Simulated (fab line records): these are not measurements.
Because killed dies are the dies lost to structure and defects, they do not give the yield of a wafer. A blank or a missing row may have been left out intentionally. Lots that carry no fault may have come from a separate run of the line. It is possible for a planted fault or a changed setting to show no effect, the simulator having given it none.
Which of the tools did it? ; flow gf180mcu ; Sampling: 13 lots, 39 wafers, 4 of 602 route steps

== WHAT THE GAUGES SHOWED, per wafer ==
GF_TOP_METAL_OVL_MEAS_15.
lot;measured;on;TOP_METAL_OVL (nm)
L755;day 28 15:07;overlay-01;-0.2 0.5 -1.7
L756;day 29 06:58;overlay-01;1.9 1.7 2.4
L757;day 29 13:04;overlay-01;1.9 2.6 1.2
L758;day 30 08:26;overlay-02;0.6 -1.1 -0.6
L760;day 30 10:32;overlay-02;-0.4 -0.2 0.0
L761;day 30 15:24;overlay-01;-1.3 0.1 -0.8
L762;day 30 18:38;overlay-01;-0.3 0.0 1.4
L767;day 32 03:01;overlay-01;-0.7 -0.1 -0.6
L768;day 32 10:03;overlay-01;0.6 0.8 1.5
L769;day 32 19:06;overlay-02;2.1 1.0 1.3
L773;day 33 14:23;overlay-01;-0.1 -1.6 0.9
L775;day 33 22:23;overlay-02;0.2 -0.4 0.2
L776;day 34 08:16;overlay-02;-0.8 -1.1 -0.4

== EACH LOT AND THE TOOL THAT RAN IT (in order: tool; ch and the chambers of the sampled wafers; start) ==
lot;GF_MIM_SPUTTER_01;GF_TOP_METAL_SPUTTER_02;GF_TOP_METAL_SPUTTER_04
L755;pvd sputter-04, day 25 02:51;pvd sputter-01, day 27 19:22;pvd sputter-01, day 27 19:25
L756;pvd sputter-01, day 25 19:08;pvd sputter-03, day 28 11:55;pvd sputter-03, day 28 11:59
L757;pvd sputter-01, day 26 01:13;pvd sputter-04, day 28 17:25;pvd sputter-04, day 28 17:29
L758;pvd sputter-01, day 26 23:44;pvd sputter-01, day 29 14:40;pvd sputter-01, day 29 14:44
L760;pvd sputter-02, day 27 01:26;pvd sputter-03, day 29 15:46;pvd sputter-03, day 29 15:50
L761;pvd sputter-01, day 27 06:56;pvd sputter-03, day 29 21:10;pvd sputter-03, day 29 21:13
L762;pvd sputter-04, day 27 09:51;pvd sputter-03, day 30 00:20;pvd sputter-03, day 30 00:24
L767;pvd sputter-01, day 28 22:39;pvd sputter-04, day 31 10:16;pvd sputter-04, day 31 10:19
L768;pvd sputter-01, day 29 06:48;pvd sputter-04, day 31 17:29;pvd sputter-04, day 31 17:33
L769;pvd sputter-01, day 29 13:38;pvd sputter-04, day 32 02:49;pvd sputter-04, day 32 02:52
L773;pvd sputter-02, day 30 16:00;pvd sputter-01, day 32 22:37;pvd sputter-01, day 32 22:40
L775;pvd sputter-01, day 31 01:46;pvd sputter-04, day 33 06:28;pvd sputter-04, day 33 06:31
L776;pvd sputter-01, day 31 13:06;pvd sputter-03, day 33 17:14;pvd sputter-03, day 33 17:19
- GF_MIM_SPUTTER_01: material TiN, target thk 30 nm, time 25 s.
- GF_TOP_METAL_SPUTTER_02: material AlCu, target thk 900 nm, time 47.82 s.
- GF_TOP_METAL_SPUTTER_04: material TiN, target thk 25 nm, time 20.8 s.

== AS READ BY THE TOOLS THEMSELVES (means over the sampled wafers that have a number; for cases with no such wafer, the mark the record gives instead) ==
GF_MIM_SPUTTER_01.
lot;tool;throttle valve pct (%)
L755;pvd sputter-04;30.5
L756;pvd sputter-01;29.8
L757;pvd sputter-01;30.0
L758;pvd sputter-01;29.8
L760;pvd sputter-02;30.1
L761;pvd sputter-01;30.3
L762;pvd sputter-04;29.6
L767;pvd sputter-01;30.0
L768;pvd sputter-01;29.7
L769;pvd sputter-01;29.8
L773;pvd sputter-02;29.2
L775;pvd sputter-01;30.5
L776;pvd sputter-01;29.6

GF_TOP_METAL_SPUTTER_02.
lot;tool;throttle valve pct (%)
L755;pvd sputter-01;29.9
L756;pvd sputter-03;29.4
L757;pvd sputter-04;30.0
L758;pvd sputter-01;29.9
L760;pvd sputter-03;29.0
L761;pvd sputter-03;29.4
L762;pvd sputter-03;29.3
L767;pvd sputter-04;30.0
L768;pvd sputter-04;29.9
L769;pvd sputter-04;29.6
L773;pvd sputter-01;29.6
L775;pvd sputter-04;30.4
L776;pvd sputter-03;29.1

GF_TOP_METAL_SPUTTER_04.
lot;tool;throttle valve pct (%)
L755;pvd sputter-01;30.0
L756;pvd sputter-03;29.3
L757;pvd sputter-04;29.9
L758;pvd sputter-01;29.9
L760;pvd sputter-03;29.0
L761;pvd sputter-03;29.2
L762;pvd sputter-03;29.2
L767;pvd sputter-04;30.1
L768;pvd sputter-04;30.0
L769;pvd sputter-04;29.8
L773;pvd sputter-01;29.5
L775;pvd sputter-04;30.5
L776;pvd sputter-03;29.1

== THE ANSWER, worked out from the rows above alone ==
Rule: what is usual is taken from the lots themselves. The widest of any qualifying gaps counts: lots, ordered by their means at a reading, are off when they make up no more than a third of the lots, leave a main group of 4 or more, and stand apart from it by 3 or more times the standard deviation of that group's means. A main group is skipped when, at the precision printed for the reading in the tables above, its means are all equal. Also off: a lot with no number at a reading for which 4 or more lots have one. The other lots that the step has rows for count as sound. Order of review: gauges by route order, followed by the tools' own readings, for which a lot's mean as printed above is used. At the first step where some lot is off, the reading lying furthest off is the one used; lots without a number count as furthest.
None of the lots is off at any reading shown; this tells nothing.

== WHAT HAD BEEN PUT IN BY THE SIMULATOR ==
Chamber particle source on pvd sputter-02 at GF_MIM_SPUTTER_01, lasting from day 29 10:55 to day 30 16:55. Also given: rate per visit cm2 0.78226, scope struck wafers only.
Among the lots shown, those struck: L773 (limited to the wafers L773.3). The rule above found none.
